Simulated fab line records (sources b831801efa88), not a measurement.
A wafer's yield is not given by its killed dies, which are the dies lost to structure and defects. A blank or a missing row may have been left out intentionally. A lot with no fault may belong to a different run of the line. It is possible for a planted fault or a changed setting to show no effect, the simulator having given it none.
The tool behind it: which one?	flow sfq_line	Sampling: 13 lots, 39 wafers, 4 of 325 route steps

== WHAT THE GAUGES READ, wafer by wafer ==
Not one reading of a measure or inspect step in the record can be checked against a usual standard deviation.

== EACH LOT AND THE TOOL THAT RAN IT (in order: tool; ch and the chambers of the sampled wafers; start) ==
lot	SFQ_TRILAYER_M5_STRIP_STRIP_127	SFQ_TRILAYER_R5_DEP_SPUTTER_134	SFQ_TRILAYER_I6_VIA_ETCH_VIA_ETCH_172	SFQ_TRILAYER_I7_VIA_LITHO_EXPOSE_188
L303	rie_metal-01 ch 0,1, day 70 06:17	pvd_sputter-03, day 70 20:22	rie_diel-03 ch 1,3, day 78 04:02	krf_scanner-02 ch 0, day 86 12:53
L304	rie_metal-01 ch 0,1, day 70 17:12	pvd_sputter-04, day 71 06:41	rie_diel-03 ch 1,2,3, day 78 06:26	krf_scanner-02 ch 0, day 86 18:53
L305	rie_metal-02 ch 0,1, day 70 19:41	pvd_sputter-03, day 71 08:22	rie_diel-04 ch 0,1,3, day 78 08:22	krf_scanner-02 ch 0, day 86 21:17
L306	rie_metal-03 ch 1, day 70 23:12	pvd_sputter-06, day 71 12:41	rie_diel-03 ch 0,1,3, day 78 10:20	krf_scanner-02 ch 0, day 87 04:41
L307	rie_metal-01 ch 0,1, day 71 05:24	pvd_sputter-04, day 71 18:41	rie_diel-04 ch 0,1,3, day 78 17:11	krf_scanner-01 ch 0, day 87 11:08
L308	rie_metal-01 ch 0,1, day 71 13:36	pvd_sputter-06, day 72 02:28	rie_diel-02 ch 0,1,3, day 78 23:12	krf_scanner-01 ch 0, day 87 15:32
L309	rie_metal-03 ch 1, day 71 14:48	pvd_sputter-04, day 72 03:41	rie_diel-02 ch 0,2, day 79 04:20	krf_scanner-01 ch 0, day 87 21:32
L310	rie_metal-01 ch 0,1, day 73 04:20	pvd_sputter-06, day 73 09:16	rie_diel-04 ch 0,1, day 79 11:12	krf_scanner-01 ch 0, day 88 06:20
L311	rie_metal-02 ch 0,1, day 73 10:20	pvd_sputter-04, day 73 16:44	rie_diel-03 ch 0,1,2, day 79 12:28	krf_scanner-02 ch 0, day 88 10:56
L316	rie_metal-03 ch 0,1, day 74 21:08	pvd_sputter-06, day 75 09:14	rie_diel-03 ch 0,1,3, day 80 18:57	krf_scanner-01 ch 0, day 89 10:41
L317	rie_metal-02 ch 0,1, day 76 14:40	pvd_sputter-06, day 76 19:48	rie_diel-02 ch 0,1,2, day 82 17:09	krf_scanner-01 ch 0, day 90 16:19
L321	rie_metal-01 ch 0,1, day 77 01:28	pvd_sputter-04, day 77 06:36	rie_diel-03 ch 1,2,3, day 83 05:59	krf_scanner-02 ch 0, day 91 16:17
L324	rie_metal-02 ch 0,1, day 77 08:40	pvd_sputter-06, day 77 13:58	rie_diel-04 ch 1,2,3, day 90 07:11	krf_scanner-02 ch 0, day 94 12:16
- SFQ_TRILAYER_M5_STRIP_STRIP_127: strips in O2.
- SFQ_TRILAYER_R5_DEP_SPUTTER_134: material Ti, target thk 5 nm, time 5 s.
- SFQ_TRILAYER_I6_VIA_ETCH_VIA_ETCH_172: etches SiO2 in CHF3, stops on Nb, target depth 260 nm.
- SFQ_TRILAYER_I7_VIA_LITHO_EXPOSE_188: exposes mask I7, target cd 1000 nm.

== WHAT THE TOOLS THEMSELVES READ (means of the sampled wafers that have a number; where no wafer has one, the mark that the record gives instead) ==
SFQ_TRILAYER_M5_STRIP_STRIP_127. Usual: drypump_motor_current_A 5.7 A, standard deviation 0.46; oes_product_au 0.999 a.u., standard deviation 0.0073.
lot	tool	drypump_motor_current_A (A)	oes_product_au (a.u.)	flag
L303	rie_metal-01	5.5	0.992	
L304	rie_metal-01	5.7	0.997	
L305	rie_metal-02	6.2	1.005	
L306	rie_metal-03	4.8	0.993	
L307	rie_metal-01	5.7	0.999	
L308	rie_metal-01	5.7	1.006	
L309	rie_metal-03	4.9	0.991	
L310	rie_metal-01	5.6	0.993	
L311	rie_metal-02	6.1	1.002	
L316	rie_metal-03	5.3	0.993	
L317	rie_metal-02	6.2	1.004	
L321	rie_metal-01	5.7	1.001	
L324	rie_metal-02	6.1	1.014	

SFQ_TRILAYER_R5_DEP_SPUTTER_134. Usual: chamber_pressure_pa 0.3999 Pa, standard deviation 0.00075; throttle_valve_pct 29.3 %, standard deviation 1.1.
lot	tool	chamber_pressure_pa (Pa)	throttle_valve_pct (%)	flag
L303	pvd_sputter-03	0.3997	28.8	
L304	pvd_sputter-04	0.4002	28.9	
L305	pvd_sputter-03	0.4005	29.7	
L306	pvd_sputter-06	0.4001	28.7	
L307	pvd_sputter-04	0.4002	29.8	
L308	pvd_sputter-06	0.4005	29.4	
L309	pvd_sputter-04	0.4009	30.1	
L310	pvd_sputter-06	0.4005	28.3	
L311	pvd_sputter-04	0.3999	29.9	
L316	pvd_sputter-06	0.4001	29.4	
L317	pvd_sputter-06	0.3994	28.4	
L321	pvd_sputter-04	0.3993	29.3	
L324	pvd_sputter-06	0.3995	29.4	

SFQ_TRILAYER_I6_VIA_ETCH_VIA_ETCH_172. Usual: drypump_motor_current_A 5.7 A, standard deviation 0.62; oes_product_au 0.854 a.u., standard deviation 0.0053; rf_fwd_power_W 513.4 W, standard deviation 1.7.
lot	tool	drypump_motor_current_A (A)	oes_product_au (a.u.)	rf_fwd_power_W (W)	flag
L303	rie_diel-03	5.3	0.852	515.0	
L304	rie_diel-03	5.9	0.860	513.6	
L305	rie_diel-04	5.3	0.850	515.2	
L306	rie_diel-03	5.6	0.853	513.3	
L307	rie_diel-04	5.3	0.858	513.5	
L308	rie_diel-02	6.0	0.847	513.8	
L309	rie_diel-02	5.9	0.858	512.4	
L310	rie_diel-04	5.5	0.857	515.3	
L311	rie_diel-03	6.1	0.848	511.9	
L316	rie_diel-03	5.6	0.852	514.7	
L317	rie_diel-02	6.2	0.852	514.5	
L321	rie_diel-03	5.8	0.851	513.4	
L324	rie_diel-04	5.5	0.858	512.8	

SFQ_TRILAYER_I7_VIA_LITHO_EXPOSE_188. Usual: exposure_dose_mJ_cm2 reads 21.302 (standard deviation 0.021).
lot	tool	exposure_dose_mJ_cm2	flag
L303	krf_scanner-02	21.314	
L304	krf_scanner-02	21.303	
L305	krf_scanner-02	21.312	
L306	krf_scanner-02	21.300	
L307	krf_scanner-01	21.280	
L308	krf_scanner-01	21.321	
L309	krf_scanner-01	17.442	OFF
L310	krf_scanner-01	17.442	OFF
L311	krf_scanner-02	21.279	
L316	krf_scanner-01	17.459	OFF
L317	krf_scanner-01	17.450	OFF
L321	krf_scanner-02	21.272	
L324	krf_scanner-02	21.296	

== THE ANSWER, worked out from the rows above alone ==
Rule: a lot is off if the mean of its wafers that have a number lies more than 3 standard deviations from the usual mean. Also off: a lot with no number at a reading for which 4 or more lots have one. All remaining lots with rows at the step are treated as sound. First the gauges in route order, then the tools' own readings, where a lot's mean is used as printed above. The first step at which some lot is off is used, and at that step the reading that is off furthest; a lot without a number counts as furthest.
Off: L309, L310, L316, L317, at SFQ_TRILAYER_I7_VIA_LITHO_EXPOSE_188 (exposure_dose_mJ_cm2).
A tool fits if, at that step or a process step before it, it ran every lot that is off, and no sound lot after the first of them. One candidate fits, namely krf_scanner-01 at SFQ_TRILAYER_I7_VIA_LITHO_EXPOSE_188. A fault onset in the window from L308 (day 87 15:32, its last sound lot) to L309 (day 87 21:32, its first lot off) fits.
The tool's own readings at SFQ_TRILAYER_I7_VIA_LITHO_EXPOSE_188 bear it out: on the lots that are off they differ by more than 5 times the standard deviation of the sound lots' means. exposure_dose_mJ_cm2 reads 17.448 there against 21.297 on the sound lots.

== WHAT THE SIMULATOR PUT IN ==
Process parameter drift: krf_scanner-01, from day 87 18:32 on, at SFQ_TRILAYER_I7_VIA_LITHO_EXPOSE_188. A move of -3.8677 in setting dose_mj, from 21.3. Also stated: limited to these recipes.
Shown lots that were struck: L309, L310, L316, L317. The rule above found the same.
